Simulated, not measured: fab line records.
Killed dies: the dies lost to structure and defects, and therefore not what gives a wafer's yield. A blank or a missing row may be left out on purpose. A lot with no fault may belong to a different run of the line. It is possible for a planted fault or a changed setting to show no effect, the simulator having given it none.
A lot that was struck, set against a sound lot + flow sfqLine + 13 steps out of a route of 325
Sound: wafers L308.1, L308.2, L308.4. Struck: wafers L323.2, L323.3, L323.4. The cause comes at the end.
At each step with rows: each side's tool, then ch and its chambers, then its first start. Under that, the readings that differ: sound wafers + struck wafers + difference of the means + sigmas: that difference in standard deviations of wafers without a fault.
alike: readings with means less than 2 such deviations apart, plus words and numbers identical on both sides. not compared: withheld readings, readings lacking a value on some wafer, bounds such as >300 that could conceal the same value, and numbers that have no deviation in the record and whose values overlap.
Wherever a step has rows on one side only, a row that says differs or no value, or a row with sigmas, the two part there. Numbers that don't overlap but have no deviation are shown without sigmas and don't part them. A reading that every wafer of one side lacks parts them only if that side has two wafers or more.

first, 2 steps without rows for these wafers: SFQ_TRILAYER_I4_VIA_STRIP_SOLV_CLEAN_108 (cleans in NMP, time 600 s); SFQ_TRILAYER_JJ_TRILAYER_DEP_PRE_CLEAN_113 (time 22.5 s).
SFQ_TRILAYER_JJ_TRILAYER_DEP_SPUTTER_109: material Nb, target thk 150 nm, time 100 s.
  sound: pvdSputter-04 at day 49 18:19; struck: pvdSputter-05 at day 61 02:04
  alike: throttleValvePct
SFQ_TRILAYER_JJ_TRILAYER_DEP_SPUTTER_110: material Al, target thk 8 nm, time 10 s.
  sound: pvdSputter-04 at day 49 18:23; struck: pvdSputter-05 at day 61 02:08
  alike: throttleValvePct
then, 1 step without rows for these wafers: SFQ_TRILAYER_JJ_TRILAYER_DEP_AL_OXIDATION_111 (oxidation time 600 s).
SFQ_TRILAYER_JJ_TRILAYER_DEP_SPUTTER_112: material Nb, target thk 170 nm, time 113.3 s.
  sound: pvdSputter-04 at day 49 19:25; struck: pvdSputter-05 at day 61 03:10
  alike: throttleValvePct
SFQ_JJ_RS_MEAS_929: the measuring method here is four-point-probe.
  sound: filmMetro-02 at day 49 19:29; struck: filmMetro-02 at day 61 03:16
  alike: JJ_NB_RS
then, 4 steps without rows for these wafers: SFQ_TRILAYER_JJ_CE_LITHO_COAT_119 (resist thk 62 nm); SFQ_TRILAYER_JJ_CE_LITHO_COAT_114 (resist thk 600 nm); SFQ_TRILAYER_JJ_CE_LITHO_SOFTBAKE_118; SFQ_TRILAYER_JJ_CE_LITHO_EXPOSE_115 (exposes mask J5, target cd 700 nm).
-- the record jumps here: 5 days lie between the struck wafers' starts before and after --
SFQ_TRILAYER_JJ_CE_LITHO_PEB_117: peb time 60 s.
  sound on lithoTrack-01 ch 0, day 55 04:59; struck on lithoTrack-01, day 65 20:45
  no value came back on the struck wafers for chillPlateTempC (C), exhaustPa (Pa); on the sound wafers chillPlateTempC (C) reads 23.28 23.20 23.03
then, 1 step without rows for these wafers: SFQ_TRILAYER_JJ_CE_LITHO_DEVELOP_116 (time 60 s).

WHERE THEY PART
At SFQ_TRILAYER_JJ_CE_LITHO_PEB_117 and nowhere else, as far as this record goes.

WHY: what the simulator had put in
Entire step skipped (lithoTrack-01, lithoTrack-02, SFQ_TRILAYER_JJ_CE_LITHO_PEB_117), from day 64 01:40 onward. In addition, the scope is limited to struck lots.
